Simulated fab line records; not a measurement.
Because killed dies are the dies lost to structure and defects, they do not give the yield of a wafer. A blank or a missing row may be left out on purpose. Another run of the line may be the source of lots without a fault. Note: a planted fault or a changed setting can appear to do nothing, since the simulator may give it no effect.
A lot that was struck, set against a sound lot -- flow sky130 -- 15 steps out of a route of 708
Sound: these wafers, L566.2, L566.4, L566.6. Struck: wafer L581.6 (L581.3, L581.4, from the same lot, were not struck and are left out); the cause is given at the end.
Order at every step that has rows: each side's tool, ch and its chambers, its first start. Under that, the readings that differ: sound wafers -- struck wafers -- difference of the means -- sigmas: that difference in standard deviations of wafers without a fault.
alike: same words and numbers on both sides, and readings whose means sit less than 2 such deviations apart. not compared: any withheld reading, any reading some wafer has no value for, any bound like >300 that may hide the same value, and any number with overlapping values for which the record gives no deviation.
Wherever a step has rows on one side only, a row that says differs or no value, or a row with sigmas, the two part there. Non-overlapping numbers with no deviation appear without sigmas and do not part them. A reading missing from all wafers of one side parts the sides only when that side holds two or more wafers.

SKY_VIA1_STRIP_16: strips in O2/N2.
  sound on plasma-asher-03 ch 0,1, day 35 06:28; struck on plasma-asher-01 ch 1, day 40 11:43
reading,sound,struck,difference,sigmas
drypump-motor-current-A (A),5.89 5.54 5.97,6.52,+0.72,+3
  alike: oes-product-au, strip-time-to-endpoint-s
  not compared: rf-hours-counter-h
then, 3 steps without rows for these wafers: SKY_VIA1_STRIP_17 (strips in post etch residue remover, time 1200 s); SKY_VIA1_CLEAN_18 (cleans in IPA, time 180 s); SKY_VIA1_CLEAN_19 (cleans in O3/DIW).
SKY_VIA1_SPUTTER_20: material TiN, target thk 20 nm, time 80 s.
  struck on pvd-sputter-03, day 40 12:48; sound on pvd-sputter-03, day 35 07:05
  alike: throttle-valve-pct
SKY_VIA1_CVD_21: deposits W, target thk 270 nm, time 80.902 s.
  sound on cvd-w-01 ch 0,1, day 35 07:09; struck on cvd-w-02 ch 1, day 40 12:53
  alike: heater-power-w
SKY_VIA1_RS_MEAS_22: uses a four-point probe to measure.
  struck on film-metro-04, day 40 13:00; sound on film-metro-01, day 35 07:16
  alike: VIA1_W_RS
SKY_VIA1_THK_MEAS_23: measures by xrf.
  struck on film-metro-04, day 40 13:06; sound on film-metro-01, day 35 07:22
  alike: VIA1_W_THK
then, 2 steps without rows for these wafers: SKY_VIA1_CMP_24 (polishes, stops on SiO2, t overpolish 15 s, target thk 0 nm); SKY_METAL2_SPUTTER_00 (material Ti, target thk 15 nm, time 10 s).
SKY_METAL2_SPUTTER_01: material TiN, target thk 20 nm, time 16.7 s.
  struck on pvd-sputter-03, day 40 13:28; sound on pvd-sputter-04, day 35 07:44
  alike: throttle-valve-pct
then, 1 step without rows for these wafers: SKY_METAL2_SPUTTER_02 (material AlCu, target thk 250 nm, time 13.3 s).
SKY_METAL2_SPUTTER_03: material Ti, target thk 5 nm, time 3.3 s.
  struck on pvd-sputter-03, day 40 13:31; sound on pvd-sputter-04, day 35 07:47
reading,sound,struck,difference,sigmas
model.Ti_of_METAL2_SPUTTER_03.thk-nm (nm),4.822 4.998 4.931,4.718,-0.199,
  alike: throttle-valve-pct
SKY_METAL2_SPUTTER_04: material TiN, target thk 70 nm, time 58.3 s.
  struck on pvd-sputter-03, day 40 13:32; sound on pvd-sputter-04, day 35 07:49
  alike: throttle-valve-pct
-- the record jumps here: 10 days lie between the struck wafers' starts before and after (it left off in module METAL2 and takes up again in module PAD_OPEN, whose first step shown is number 708 of the route) --
SKY_PAD_OPEN_PROBE_99:
  struck on prober-02, day 50 14:01; sound on prober-01, day 46 19:59
reading,sound,struck,difference,sigmas
killed_at_M4_up,1 2 2,8,+6,+3
killed-at-front-end,6 5 7,16,+10,+2
sort_bin_6_memory (%),5.1 5.1 6.1,8.7,+3.3,+3
  alike: defect-limited-yield, killed_at_M0_to_M3, killed-at-contacts, killed-at-other, killed-dies, killed-open, killed-short, sort_bin_3_pad_short, sort_bin_5_function, sort-n-pass, sort-yield-pct

== WHERE THEY PART ==
First at SKY_VIA1_STRIP_16; last, within this record, at SKY_PAD_OPEN_PROBE_99.

WHY: what had been put in by the simulator
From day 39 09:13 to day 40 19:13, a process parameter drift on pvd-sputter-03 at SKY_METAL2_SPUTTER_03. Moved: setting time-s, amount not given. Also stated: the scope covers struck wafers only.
